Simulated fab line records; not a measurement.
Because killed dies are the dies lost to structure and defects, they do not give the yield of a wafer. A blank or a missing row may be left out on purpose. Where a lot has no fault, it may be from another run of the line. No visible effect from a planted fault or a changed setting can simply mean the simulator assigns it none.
Struck lot and sound lot, side by side | flow sfq_line | 13 out of 325 route steps
Sound: these wafers, L769.2, L769.3, L769.4. The struck wafers were L776.2, L776.4, L776.5. The cause is named last.
At each step with rows: each side's tool, then ch and its chambers, then its first start. Under that, the readings that differ: sound wafers | struck wafers | difference of the means | sigmas: that difference in standard deviations of wafers without a fault.
alike: readings whose means differ by less than 2 such deviations, and words and numbers that are the same on both sides. not compared: withheld readings, readings that some wafer has no value for, bounds like >300 that may hide the same value, and numbers for which the record gives no deviation and whose values overlap.
A row with sigmas, a row that says differs or no value, or rows on one side alone: a step with any of these is where the two part. Numbers that don't overlap but have no deviation are shown without sigmas and don't part them. A reading that every wafer of one side lacks parts them only if that side has two wafers or more.

first, 2 steps without rows for these wafers: SFQ_TRILAYER_C5_STRIP_SOLV_CLEAN_156 (cleans in NMP, time 600 s); SFQ_TRILAYER_M6_DEP_PRE_CLEAN_158 (time 22.5 s).
SFQ_TRILAYER_M6_DEP_SPUTTER_157: material Nb, target thk 200 nm, time 133.3 s.
  sound on pvd_sputter-03, day 72 18:21; struck on pvd_sputter-06, day 77 07:55
  alike: base_pressure_pa, cathode_dc_power_W, throttle_valve_pct
SFQ_M6_RS_MEAS_938: measurement is done with a four-point probe.
  sound on film_metro-04, day 72 18:28; struck on film_metro-01, day 77 08:01
  reading           | sound             | struck            | difference | sigmas
  M6_NB_RS (ohm/sq) | 0.901 0.908 0.912 | 0.890 0.880 0.890 | -0.020     | -2
then, 6 steps without rows for these wafers: SFQ_TRILAYER_M6_LITHO_COAT_164 (resist thk 62 nm); SFQ_TRILAYER_M6_LITHO_COAT_159 (resist thk 600 nm); SFQ_TRILAYER_M6_LITHO_SOFTBAKE_163; SFQ_TRILAYER_M6_LITHO_EXPOSE_160 (exposes mask M6, target cd 500 nm); SFQ_TRILAYER_M6_LITHO_PEB_162 (peb time 60 s); SFQ_TRILAYER_M6_LITHO_DEVELOP_161 (time 60 s).
-- the record jumps here: 4 days lie between the struck wafers' starts before and after --
SFQ_M6_OVL_MEAS_940:
  sound on overlay-01, day 73 02:32; struck on overlay-01, day 80 20:40
  reading     | sound  | struck  | difference | sigmas
  M6_OVL (nm) | 9 17 2 | 1 -7 -1 | -12        | -2
SFQ_TRILAYER_M6_BARC_OPEN_METAL_ETCH_206: etches BARC in O2, target depth 125 nm, time 41.7 s.
  sound on rie_metal-03 ch 0,1, day 73 02:34; struck on rie_metal-04 ch 1, day 80 20:43
  reading               | sound             | struck            | difference | sigmas
  oes_product_au (a.u.) | 0.689 0.678 0.680 | 0.753 0.740 0.737 | +0.061     | +12
  run_length_s (s)      | 69.9 70.5 69.9    | 65.7 66.0 66.1    | -4.2       | -4
  alike: drypump_motor_current_A
  not compared: rf_hours_counter_h, model.KrF_of_TRILAYER_M6_LITHO_COAT_159.thk_nm
SFQ_TRILAYER_M6_ETCH_METAL_ETCH_162: etches Nb in Cl2/Ar, stops on SiO2, target depth 240 nm, time 120 s.
  sound on rie_metal-03 ch 0,1, day 73 02:38; struck on rie_metal-04 ch 1, day 80 20:52
  alike: drypump_motor_current_A, oes_product_au, run_length_s
  not compared: rf_hours_counter_h

WHERE THEY PART
Last at SFQ_TRILAYER_M6_BARC_OPEN_METAL_ETCH_206 as far as this record goes, first at SFQ_M6_RS_MEAS_938. Later steps at which nothing parts them and some readings are alike: SFQ_TRILAYER_M6_ETCH_METAL_ETCH_162.

WHY: what the simulator had put in
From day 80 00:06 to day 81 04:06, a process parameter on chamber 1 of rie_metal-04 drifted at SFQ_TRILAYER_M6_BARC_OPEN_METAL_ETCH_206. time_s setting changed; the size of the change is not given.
